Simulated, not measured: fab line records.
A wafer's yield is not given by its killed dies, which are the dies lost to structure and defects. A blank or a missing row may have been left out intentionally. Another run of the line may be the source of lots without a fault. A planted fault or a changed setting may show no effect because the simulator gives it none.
fab line records	flow gf180mcu
record lots=5	wafers=15	last_day=34
route steps=602 shown VT_IMPLANT@110
lots with no fault: from the same line, run without faults
start_h: start of the lot's first displayed wafer, in hours after the record's first day	wait_h: hours since the lot's step before	" the same as in the row above	L1.1+2: a row that stands for several wafers	- no value, or no start was given	* or withheld: withheld	< > ~ a bound
route shown NAME@n: names a module that has steps shown in the file, with the first one's number in the route	usual: average and standard deviation across the fault-free wafers	same: alike in all rows	chamber/n: place in a boat	sites: the reading at each site	_std_site: the values' standard deviation	_edge_site: the outer-site mean with the inner-site mean subtracted	radius_mm: how far each site lies from the wafer's centre	mask NAME#n: copy n	behind: tool/chamber where the wafer was last shaped	hold: the reason the lot was held/the length of the hold in hours/how it ended	device: the transistor (n, p or np) that didn't switch	end of line: the tests these same wafers got at the end of their route	for a step that has no rows: nothing shown but its recipe	killed: count of dies lost to structure and defects at first sort (not the wafer's yield)	map: a wafer's dies, marking killed ones x, the rest . and places with no die _
set.NAME: the setting that was run; set.NAME@STEP: the one run at that earlier step	model.NAME: the simulator's own value behind a step, which no gauge read
a table for each step, a row for each wafer; lots at some steps of the route
services: from which hour (start_h, from the record's first day; less than 0 if before it) a tool's chamber was out of use, for how many hours, and why
## steps
# step GF_VT_IMPLANT_STRIP_20
# recipe chemistry=O2/N2	power_w=1400	pressure_mtorr=1500	platen_temp_c=250	o2_flow_sccm=3000	n2_flow_sccm=300	overash_fraction=0.5
# usual drypump_motor_current_A=5.6/0.32	heater_power_w=328/26	oes_product_au=0.716/0.0038	strip_time_to_endpoint_s=12.64/0.032
lot.wafer	tool	chamber	start_h	wait_h	drypump_motor_current_A	heater_power_w	oes_product_au	rf_hours_counter_h	strip_time_to_endpoint_s
L075.3	plasma_asher-02	1	130.18	0.1	5.2	314	0.712	-	12.59
L075.4	"	0	"	"	5.4	288	0.713	-	12.59
L075.6	"	1	"	"	5.2	314	0.714	-	12.60
L079.2	plasma_asher-01	1	158.24	0.1	5.7	363	0.722	35	12.57
L079.5	"	0	"	"	5.8	296	0.723	-	12.61
L079.6	"	1	"	"	5.7	363	0.715	-	12.59
L081.1	plasma_asher-01	1	172.31	0.1	5.8	353	0.715	36	12.68
L081.3	"	0	"	"	5.8	303	0.716	-	12.64
L081.5	"	0	"	"	5.8	301	0.719	-	12.63
L089.1	plasma_asher-02	1	222.19	0.1	5.2	311	0.718	10	12.62
L089.2	"	0	"	"	5.4	291	0.716	10	12.62
L089.3	"	1	"	"	5.2	318	0.720	-	12.62
L097.2	plasma_asher-03	1	275.29	0.1	5.3	337	0.709	66	12.69
L097.3	"	1	"	"	5.3	328	0.716	-	12.68
L097.5	"	1	"	"	5.3	336	0.715	-	12.64
# step GF_VT_IMPLANT_TW_MEAS_21
# usual VT_IMPLANT_2_TW=1214/12
lot.wafer	tool	chamber	start_h	wait_h	VT_IMPLANT_2_TW
L075.3	film_metro-03	-	130.26	0.1	1224
L075.4	"	-	"	"	1227
L075.6	"	-	"	"	1225
L079.2	film_metro-04	-	158.35	0.1	1200
L079.5	"	-	"	"	1208
L079.6	"	-	"	"	1204
L081.1	film_metro-04	-	172.41	0.1	1207
L081.3	"	-	"	"	1208
L081.5	"	-	"	"	1212
L089.1	film_metro-01	-	222.29	0.1	1223
L089.2	"	-	"	"	1228
L089.3	"	-	"	"	1226
L097.2	film_metro-01	-	275.40	0.1	1231
L097.3	"	-	"	"	1231
L097.5	"	-	"	"	1239
# step GF_VT_IMPLANT_DEHYDRATE_22
# recipe temp_c=200	time_s=60
lot.wafer	tool	chamber	start_h	wait_h
L075.3+4+6	litho_track-02	0	137.21	6.9
L079.2+5+6	litho_track-02	0	165.13	6.8
L081.1+3+5	litho_track-03	0	179.85	7.4
L089.1+2+3	litho_track-01	0	230.93	8.6
L097.2+3+5	litho_track-02	0	284.33	8.9
# step GF_VT_IMPLANT_HMDS_23
# recipe prime_time_s=60	prime_temp_c=120
lot.wafer	tool	chamber	start_h	wait_h
L075.3+4+6	litho_track-02	0	137.36	0.1
L079.2+5+6	litho_track-02	0	165.28	0.1
L081.1+3+5	litho_track-03	0	180.00	0.1
L089.1+2+3	litho_track-01	0	231.08	0.1
L097.2+3+5	litho_track-02	0	284.48	0.1
# step GF_VT_IMPLANT_COAT_24
# recipe resist=NOVOLAK	spin_rpm=3000	resist_thk_nm=1000
lot.wafer	tool	chamber	start_h	wait_h
L075.3+4+6	litho_track-02	0	137.51	0.1
L079.2+5+6	litho_track-02	0	165.43	0.1
L081.1+3+5	litho_track-03	0	180.15	0.1
L089.1+2+3	litho_track-01	0	231.23	0.1
L097.2+3+5	litho_track-02	0	284.63	0.1
# step GF_VT_IMPLANT_SOFTBAKE_25
# recipe temp_c=90	time_s=61.32	resist=NOVOLAK
# usual plate_sensor_t_centre_C=90.757/0.011	plate_sensor_t_edge_C=90.828/0.01	softbake_temp_c=90.01/0.12
lot.wafer	tool	chamber	start_h	wait_h	plate_sensor_t_centre_C	plate_sensor_t_edge_C	softbake_temp_c
L075.3	litho_track-02	0	137.66	0.1	90.773	90.833	89.94
L075.4	"	0	"	"	90.750	90.822	89.77
L075.6	"	0	"	"	90.756	90.827	89.98
L079.2	litho_track-02	0	165.58	0.1	90.748	90.837	90.05
L079.5	"	0	"	"	90.757	90.814	89.74
L079.6	"	0	"	"	90.750	90.832	90.03
L081.1	litho_track-03	0	180.30	0.1	90.769	90.835	89.93
L081.3	"	0	"	"	90.752	90.819	89.87
L081.5	"	0	"	"	90.762	90.826	89.77
L089.1	litho_track-01	0	231.38	0.1	90.758	90.822	90.16
L089.2	"	0	"	"	90.799	90.826	90.23
L089.3	"	0	"	"	90.754	90.817	90.14
L097.2	litho_track-02	0	284.78	0.1	90.756	90.831	90.05
L097.3	"	0	"	"	90.759	90.838	89.99
L097.5	"	0	"	"	90.777	90.812	89.94
# step GF_VT_IMPLANT_EXPOSE_26
# recipe mask_id=LVPWELL_HV_AREA	target_cd_nm=860	na=0.6	source_shape=conventional	sigma_outer=0.6	dose_mj=140
# usual focus_offset_nm=0.0/0.47	stage_vel_mm_s=499.95/0.27
lot.wafer	tool	chamber	start_h	wait_h	mask	focus_offset_nm	stage_vel_mm_s
L075.3	iline_stepper-01	0	-	-	LVPWELL_HV_AREA#0	1.0	499.75
L075.4	"	0	"	"	LVPWELL_HV_AREA#0	1.0	499.79
L075.6	"	0	"	"	LVPWELL_HV_AREA#0	0.9	499.73
L079.2	iline_stepper-01	0	-	-	LVPWELL_HV_AREA#0	0.2	499.82
L079.5	"	0	"	"	LVPWELL_HV_AREA#0	-0.5	500.15
L079.6	"	0	"	"	LVPWELL_HV_AREA#0	-0.1	499.90
L081.1	iline_stepper-02	0	-	-	LVPWELL_HV_AREA#0	0.5	500.16
L081.3	"	0	"	"	LVPWELL_HV_AREA#0	-0.4	500.37
L081.5	"	0	"	"	LVPWELL_HV_AREA#0	0.6	500.12
L089.1	iline_stepper-02	0	-	-	LVPWELL_HV_AREA#0	0.0	500.19
L089.2	"	0	"	"	LVPWELL_HV_AREA#0	0.0	500.10
L089.3	"	0	"	"	LVPWELL_HV_AREA#0	0.0	500.12
L097.2	iline_stepper-02	0	-	-	LVPWELL_HV_AREA#0	0.0	500.06
L097.3	"	0	"	"	LVPWELL_HV_AREA#0	0.1	499.96
L097.5	"	0	"	"	LVPWELL_HV_AREA#0	0.0	500.10
# step GF_VT_IMPLANT_PEB_27
# recipe temp_c=withheld	time_s=*	resist=NOVOLAK
lot.wafer	tool	chamber	start_h	wait_h
L075.3+4+6	litho_track-01	0	-	-
L079.2+5+6	litho_track-01	0	-	-
L081.1+3+5	litho_track-02	0	-	-
L089.1+2+3	litho_track-03	0	-	-
L097.2+3+5	litho_track-01	0	-	-
# step GF_VT_IMPLANT_DEVELOP_28
# recipe develop_time_s=60	dev_temp_c=23
lot.wafer	tool	chamber	start_h	wait_h
L075.3+4+6	litho_track-01	0	145.83	0.1
L079.2+5+6	litho_track-01	0	173.65	0.1
L081.1+3+5	litho_track-02	0	188.56	0.1
L089.1+2+3	litho_track-03	0	240.25	0.1
L097.2+3+5	litho_track-01	0	294.50	0.1
# step GF_VT_IMPLANT_OVL_MEAS_29
# usual VT_IMPLANT_02_OVL=-0.5/1.2
lot.wafer	tool	chamber	start_h	wait_h	VT_IMPLANT_02_OVL[nm]
L075.3	overlay-02	-	145.94	0.1	-1.4
L075.4	"	-	"	"	-0.9
L075.6	"	-	"	"	-0.1
L079.2	overlay-02	-	173.78	0.1	1.1
L079.5	"	-	"	"	0.5
L079.6	"	-	"	"	0.0
L081.1	overlay-01	-	188.71	0.1	-1.2
L081.3	"	-	"	"	-0.5
L081.5	"	-	"	"	-0.6
L089.1	overlay-01	-	240.40	0.1	0.5
L089.2	"	-	"	"	0.9
L089.3	"	-	"	"	0.6
L097.2	overlay-01	-	294.63	0.1	-0.2
L097.3	"	-	"	"	-1.1
L097.5	"	-	"	"	0.1
## services
tool	chamber	start_h	hours	kind
plasma_asher-02	-	108.75	9.0	pm
plasma_asher-02	0	108.75	9.0	vent_cycle
plasma_asher-02	1	108.75	9.0	vent_cycle
plasma_asher-01	-	112.02	0.3	repair
plasma_asher-02	0	117.75	-	clean
plasma_asher-02	1	117.75	-	clean
plasma_asher-02	-	153.22	0.8	repair
iline_stepper-01	-	163.52	1.4	repair
plasma_asher-02	-	196.07	6.6	repair
iline_stepper-02	-	196.37	1.7	pm
iline_stepper-01	-	206.76	1.0	repair
plasma_asher-03	-	212.05	1.4	repair
iline_stepper-01	-	231.01	1.7	pm
iline_stepper-02	-	252.40	2.7	repair
plasma_asher-03	-	279.84	2.5	repair
## key
fault none
